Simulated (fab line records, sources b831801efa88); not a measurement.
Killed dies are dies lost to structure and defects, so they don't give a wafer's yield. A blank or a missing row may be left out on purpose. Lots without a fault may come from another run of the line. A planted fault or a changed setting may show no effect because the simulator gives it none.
Which tool did it? | flow sky130 | 12 lots, 36 wafers sampled, at 4 steps of a route of 708

WHAT THE GAUGES READ, wafer by wafer
SKY_FIELD_ISO_CD_MEAS_13: target cd 150 nm.
lot  | measured    | on        | cd_nm (nm)
L814 | day 2 10:31 | cd_sem-02 | 150.7 151.3 151.8
L816 | day 2 19:53 | cd_sem-01 | 150.6 150.4 151.6
L819 | day 3 11:00 | cd_sem-02 | 151.9 152.3 150.9
L820 | day 3 15:55 | cd_sem-01 | 149.7 149.3 148.7
L821 | day 3 22:56 | cd_sem-01 | 151.1 149.9 149.5
L830 | day 5 22:48 | cd_sem-01 | 149.6 149.4 149.9
L831 | day 6 03:57 | cd_sem-02 | 150.3 149.3 150.4
L832 | day 6 06:48 | cd_sem-01 | 148.0 149.1 148.2
L833 | day 6 12:10 | cd_sem-01 | 150.3 152.3 149.7
L834 | day 6 18:01 | cd_sem-02 | 150.6 150.7 150.9
L835 | day 7 01:30 | cd_sem-01 | 150.9 151.6 150.0
L836 | day 7 04:38 | cd_sem-02 | 150.2 150.7 149.7

SKY_SONOS_ONO_THK_MEAS_05.
lot  | measured     | on            | SONOS_ONO_CVD_04_THK (nm)
L814 | day 12 01:01 | film_metro-03 | 5.72 5.70 5.76
L816 | day 12 08:13 | film_metro-02 | 5.70 5.70 5.67
L819 | day 13 10:28 | film_metro-01 | 6.60 6.62 6.63
L820 | day 13 20:55 | film_metro-02 | 6.66 6.82 6.76
L821 | day 14 06:51 | film_metro-03 | 6.60 6.60 6.58
L830 | day 17 10:36 | film_metro-02 | 5.70 5.77 5.84
L831 | day 17 18:56 | film_metro-02 | 5.71 5.77 5.73
L832 | day 17 22:59 | film_metro-02 | 5.81 5.82 5.75
L833 | day 18 10:15 | film_metro-01 | 5.82 5.66 5.80
L834 | day 18 13:32 | film_metro-03 | 5.68 5.75 5.75
L835 | day 19 01:35 | film_metro-01 | 5.84 5.69 5.86
L836 | day 19 09:41 | film_metro-03 | 5.86 5.74 5.81

SKY_POLY_GATE_CD_MEAS_13: target cd 150 nm.
lot  | measured     | on        | cd_nm (nm)
L814 | day 16 17:01 | cd_sem-01 | 152.7 153.9 153.2
L816 | day 17 05:22 | cd_sem-02 | 153.1 151.9 151.5
L819 | day 18 08:36 | cd_sem-01 | 148.3 149.3 149.1
L820 | day 18 22:41 | cd_sem-01 | 151.1 150.9 149.7
L821 | day 19 11:06 | cd_sem-02 | 151.8 152.2 150.8
L830 | day 22 19:17 | cd_sem-02 | 149.1 149.5 150.9
L831 | day 23 03:25 | cd_sem-02 | 149.9 149.7 149.5
L832 | day 23 09:34 | cd_sem-01 | 148.0 147.5 148.3
L833 | day 23 20:18 | cd_sem-02 | 150.9 151.1 152.2
L834 | day 23 22:30 | cd_sem-02 | 147.7 149.0 148.7
L835 | day 24 08:46 | cd_sem-01 | 148.6 149.4 147.8
L836 | day 24 17:14 | cd_sem-02 | 150.3 149.4 150.6

WHICH TOOL RAN EACH LOT (tool, then ch and the chambers of the sampled wafers, then the start)
lot  | SKY_SONOS_ONO_CVD_04
L814 | lpcvd-03 ch 0, day 11 23:07
L816 | lpcvd-03 ch 0, day 12 06:56
L819 | lpcvd-03 ch 0, day 13 09:13
L820 | lpcvd-03 ch 1, day 13 19:40
L821 | lpcvd-03 ch 1, day 14 05:35
L830 | lpcvd-03 ch 0, day 17 09:21
L831 | lpcvd-03 ch 0, day 17 17:41
L832 | lpcvd-03 ch 1, day 17 21:44
L833 | lpcvd-03 ch 1, day 18 08:59
L834 | lpcvd-03 ch 0, day 18 12:17
L835 | lpcvd-03 ch 0, day 19 00:20
L836 | lpcvd-03 ch 1, day 19 08:26
- SKY_SONOS_ONO_CVD_04: deposits SiO2 from SiH4/N2O, target thk 5.7199 nm.

WHAT THE TOOLS THEMSELVES READ (means of the sampled wafers that have a number; where no wafer has one, the mark that the record gives instead)
SKY_SONOS_ONO_CVD_04.
lot  | tool     | spike_tc_bottom_C (C) | spike_tc_centre_C (C) | spike_tc_lower_C (C) | spike_tc_top_C (C) | spike_tc_upper_C (C) | susceptor_temp_C (C)
L814 | lpcvd-03 | 917.9                 | 900.7                 | 899.0                | 911.6              | 900.0                | 900.1
L816 | lpcvd-03 | 918.3                 | 900.4                 | 899.3                | 910.7              | 899.6                | 899.9
L819 | lpcvd-03 | 928.0                 | 911.9                 | 908.9                | 921.3              | 909.8                | 910.9
L820 | lpcvd-03 | 926.3                 | 911.2                 | 907.3                | 922.8              | 911.1                | 910.4
L821 | lpcvd-03 | 926.9                 | 911.2                 | 908.4                | 922.4              | 911.9                | 910.0
L830 | lpcvd-03 | 918.8                 | 900.2                 | 898.7                | 910.8              | 899.6                | 899.9
L831 | lpcvd-03 | 918.1                 | 900.8                 | 898.4                | 911.9              | 899.8                | 900.2
L832 | lpcvd-03 | 917.6                 | 900.4                 | 897.8                | 912.4              | 900.6                | 899.8
L833 | lpcvd-03 | 916.8                 | 900.8                 | 897.3                | 911.6              | 901.2                | 899.7
L834 | lpcvd-03 | 918.0                 | 900.0                 | 899.1                | 910.5              | 899.3                | 899.8
L835 | lpcvd-03 | 917.3                 | 900.7                 | 899.1                | 912.1              | 899.8                | 900.4
L836 | lpcvd-03 | 917.1                 | 900.5                 | 898.6                | 912.1              | 900.7                | 899.3

THE ANSWER, worked out from the rows above alone
Rule: what is usual is taken from the lots themselves. Put in order of their means at a reading, lots are off if they are a third of the lots or fewer, leave a main group of 4 or more, and stand apart from it by a gap of 3 or more times the standard deviation of the main group's means; of several such gaps the widest counts. A main group whose means are all the same, to the digits that the tables above print for the reading, isn't used. A lot without any number at a reading at which 4 lots or more have one is off too. The other lots that the step has rows for count as sound. The gauges are gone through in route order, then the tools' own readings, and for those a lot's mean is taken as printed above. The first step at which some lot is off is used, and at that step the reading that is off furthest; a lot without a number counts as furthest.
Off: L819, L820, L821, at SKY_SONOS_ONO_THK_MEAS_05 (SONOS_ONO_CVD_04_THK). The main group: mean 5.76 nm, standard deviation 0.036.
A tool fits if, at a process step before that reading, it ran every lot that is off, and no sound lot after the first of them. The gauges at SKY_SONOS_ONO_THK_MEAS_05 aren't tried: what is off there is off at SKY_SONOS_ONO_CVD_04 too, on other tools, and a gauge's error can't cause that. None of those tried fits.

WHAT THE SIMULATOR HAD PUT IN
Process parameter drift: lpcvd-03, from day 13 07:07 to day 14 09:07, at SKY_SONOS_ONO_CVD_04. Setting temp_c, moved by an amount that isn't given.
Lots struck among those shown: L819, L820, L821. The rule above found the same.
